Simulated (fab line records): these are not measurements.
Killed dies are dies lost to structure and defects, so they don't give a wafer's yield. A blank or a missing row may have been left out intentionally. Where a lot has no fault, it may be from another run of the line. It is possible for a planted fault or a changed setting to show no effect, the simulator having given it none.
Tool commonality check || flow gf180mcu || Lots sampled 12, wafers sampled 36

THE REASON FOR OPENING IT
GF_HV_LDD_TW_MEAS_23, reading HV_LDD_2_TW: flagged on 1 of 12 lots. No-fault wafers: 1060, standard deviation 4.8.
Rule: a lot is flagged when every wafer of it that has a number lies more than 4 standard deviations from that mean, or none has a number. As for the other lots, they are considered sound.

{"lot": "L517", "measured": "day 11 00:31", "on": "film_metro-03", "HV_LDD_2_TW, wafer by wafer": "1060 1062 1059", "flag": ""}
{"lot": "L518", "measured": "day 11 08:24", "on": "film_metro-02", "HV_LDD_2_TW, wafer by wafer": "1052 1049 1056", "flag": ""}
{"lot": "L520", "measured": "day 11 22:02", "on": "film_metro-02", "HV_LDD_2_TW, wafer by wafer": "1050 1056 1058", "flag": ""}
{"lot": "L523", "measured": "day 13 01:18", "on": "film_metro-03", "HV_LDD_2_TW, wafer by wafer": "1059 1051 1060", "flag": ""}
{"lot": "L524", "measured": "day 13 08:55", "on": "film_metro-04", "HV_LDD_2_TW, wafer by wafer": "1065 1064 1067", "flag": ""}
{"lot": "L525", "measured": "day 13 14:13", "on": "film_metro-02", "HV_LDD_2_TW, wafer by wafer": "30 30 30", "flag": "FLAGGED"}
{"lot": "L530", "measured": "day 15 03:41", "on": "film_metro-03", "HV_LDD_2_TW, wafer by wafer": "1061 1059 1061", "flag": ""}
{"lot": "L531", "measured": "day 15 11:39", "on": "film_metro-02", "HV_LDD_2_TW, wafer by wafer": "1058 1065 1065", "flag": ""}
{"lot": "L534", "measured": "day 16 08:46", "on": "film_metro-02", "HV_LDD_2_TW, wafer by wafer": "1056 1054 1051", "flag": ""}
{"lot": "L535", "measured": "day 16 20:07", "on": "film_metro-04", "HV_LDD_2_TW, wafer by wafer": "1067 1065 1063", "flag": ""}
{"lot": "L536", "measured": "day 17 05:46", "on": "film_metro-02", "HV_LDD_2_TW, wafer by wafer": "1055 1058 1061", "flag": ""}
{"lot": "L537", "measured": "day 17 10:50", "on": "film_metro-03", "HV_LDD_2_TW, wafer by wafer": "1061 1059 1058", "flag": ""}
The numbers of the flagged lots are 30 on average: -1030 against the usual, or -99 or more standard deviations.

EACH LOT AND THE TOOL IT RAN ON
Before the reading, the record contains 2 process steps out of a 602-step route. In each cell: the tool, then ch and the chambers that the sampled wafers went through, then the start.
{"lot": "L517", "flag": "", "GF_DUAL_GATE_STRIP_13": "plasma_asher-03 ch 0,1, day 8 13:44", "GF_HV_LDD_EXPOSE_16": "iline_stepper-02 ch 0, day 10 15:07"}
{"lot": "L518", "flag": "", "GF_DUAL_GATE_STRIP_13": "plasma_asher-01 ch 0,1, day 8 21:44", "GF_HV_LDD_EXPOSE_16": "iline_stepper-02 ch 0, day 10 22:51"}
{"lot": "L520", "flag": "", "GF_DUAL_GATE_STRIP_13": "plasma_asher-03 ch 0,1, day 9 09:19", "GF_HV_LDD_EXPOSE_16": "iline_stepper-02 ch 0, day 11 12:02"}
{"lot": "L523", "flag": "", "GF_DUAL_GATE_STRIP_13": "plasma_asher-04 ch 1, day 10 09:14", "GF_HV_LDD_EXPOSE_16": "iline_stepper-01 ch 0, day 12 15:13"}
{"lot": "L524", "flag": "", "GF_DUAL_GATE_STRIP_13": "plasma_asher-04 ch 0,1, day 10 16:46", "GF_HV_LDD_EXPOSE_16": "iline_stepper-02 ch 0, day 12 23:22"}
{"lot": "L525", "flag": "FLAGGED", "GF_DUAL_GATE_STRIP_13": "plasma_asher-01 ch 0,1, day 10 23:17", "GF_HV_LDD_EXPOSE_16": "iline_stepper-02 ch 0, day 13 04:05"}
{"lot": "L530", "flag": "", "GF_DUAL_GATE_STRIP_13": "plasma_asher-04 ch 1, day 12 06:23", "GF_HV_LDD_EXPOSE_16": "iline_stepper-02 ch 0, day 14 16:22"}
{"lot": "L531", "flag": "", "GF_DUAL_GATE_STRIP_13": "plasma_asher-01 ch 1, day 12 16:59", "GF_HV_LDD_EXPOSE_16": "iline_stepper-02 ch 0, day 15 00:58"}
{"lot": "L534", "flag": "", "GF_DUAL_GATE_STRIP_13": "plasma_asher-01 ch 0,1, day 13 11:09", "GF_HV_LDD_EXPOSE_16": "iline_stepper-02 ch 0, day 15 22:24"}
{"lot": "L535", "flag": "", "GF_DUAL_GATE_STRIP_13": "plasma_asher-03 ch 0,1, day 13 21:40", "GF_HV_LDD_EXPOSE_16": "iline_stepper-01 ch 0, day 16 08:46"}
{"lot": "L536", "flag": "", "GF_DUAL_GATE_STRIP_13": "plasma_asher-04 ch 0,1, day 14 03:10", "GF_HV_LDD_EXPOSE_16": "iline_stepper-01 ch 0, day 16 17:52"}
{"lot": "L537", "flag": "", "GF_DUAL_GATE_STRIP_13": "plasma_asher-03 ch 0,1, day 14 12:05", "GF_HV_LDD_EXPOSE_16": "iline_stepper-02 ch 0, day 16 23:31"}
What the steps here do:
- GF_DUAL_GATE_STRIP_13: strips in O2/N2.
- GF_HV_LDD_EXPOSE_16: exposes mask Pplus LV AREA, target cd 400 nm.
- GF_HV_LDD_TW_MEAS_23

FLAGGED AGAINST TOTAL, ONE TOOL AT A TIME (gauges that did the reading follow at the end)
{"step": "GF_DUAL_GATE_STRIP_13", "tool": "plasma_asher-01", "lots run": 4, "flagged": 1, "share of the flagged lots": "all", "sound lots run after its first flagged lot": "2 (L531,L534)"}
{"step": "GF_DUAL_GATE_STRIP_13", "tool": "plasma_asher-03", "lots run": 4, "flagged": 0, "share of the flagged lots": "none", "sound lots run after its first flagged lot": "-"}
{"step": "GF_DUAL_GATE_STRIP_13", "tool": "plasma_asher-04", "lots run": 4, "flagged": 0, "share of the flagged lots": "none", "sound lots run after its first flagged lot": "-"}
{"step": "GF_HV_LDD_EXPOSE_16", "tool": "iline_stepper-01", "lots run": 3, "flagged": 0, "share of the flagged lots": "none", "sound lots run after its first flagged lot": "-"}
{"step": "GF_HV_LDD_EXPOSE_16", "tool": "iline_stepper-02", "lots run": 9, "flagged": 1, "share of the flagged lots": "all", "sound lots run after its first flagged lot": "4 (L530,L531,L534,L537)"}
{"step": "GF_HV_LDD_TW_MEAS_23", "tool": "film_metro-02", "lots run": 6, "flagged": 1, "share of the flagged lots": "all", "sound lots run after its first flagged lot": "3 (L531,L534,L536)"}
{"step": "GF_HV_LDD_TW_MEAS_23", "tool": "film_metro-03", "lots run": 4, "flagged": 0, "share of the flagged lots": "none", "sound lots run after its first flagged lot": "-"}
{"step": "GF_HV_LDD_TW_MEAS_23", "tool": "film_metro-04", "lots run": 2, "flagged": 0, "share of the flagged lots": "none", "sound lots run after its first flagged lot": "-"}

WHAT THE TABLE ALLOWS
In the table, 3 rows ran each flagged lot (plasma_asher-01 at GF_DUAL_GATE_STRIP_13; iline_stepper-02 at GF_HV_LDD_EXPOSE_16; film_metro-02 at GF_HV_LDD_TW_MEAS_23).
- plasma_asher-01 at GF_DUAL_GATE_STRIP_13 ran 4 lots, 1 of them flagged. Lots that were sound ran on it after the first flagged one (L531, L534); a persistent fault on the entire tool would not allow that.
- iline_stepper-02 at GF_HV_LDD_EXPOSE_16 ran 9 lots, 1 of them flagged. Lots that were sound ran on it after the first flagged one (L530, L531, L534, L537); a persistent fault on the entire tool would not allow that.
- film_metro-02 at GF_HV_LDD_TW_MEAS_23 ran 6 lots, 1 of them flagged. Lots that were sound ran on it after the first flagged one (L531, L534, L536); a persistent fault on the entire tool would not allow that.
There is no row in the table that ran each flagged lot and no sound lot after the first.

WHAT HAD BEEN PUT IN BY THE SIMULATOR
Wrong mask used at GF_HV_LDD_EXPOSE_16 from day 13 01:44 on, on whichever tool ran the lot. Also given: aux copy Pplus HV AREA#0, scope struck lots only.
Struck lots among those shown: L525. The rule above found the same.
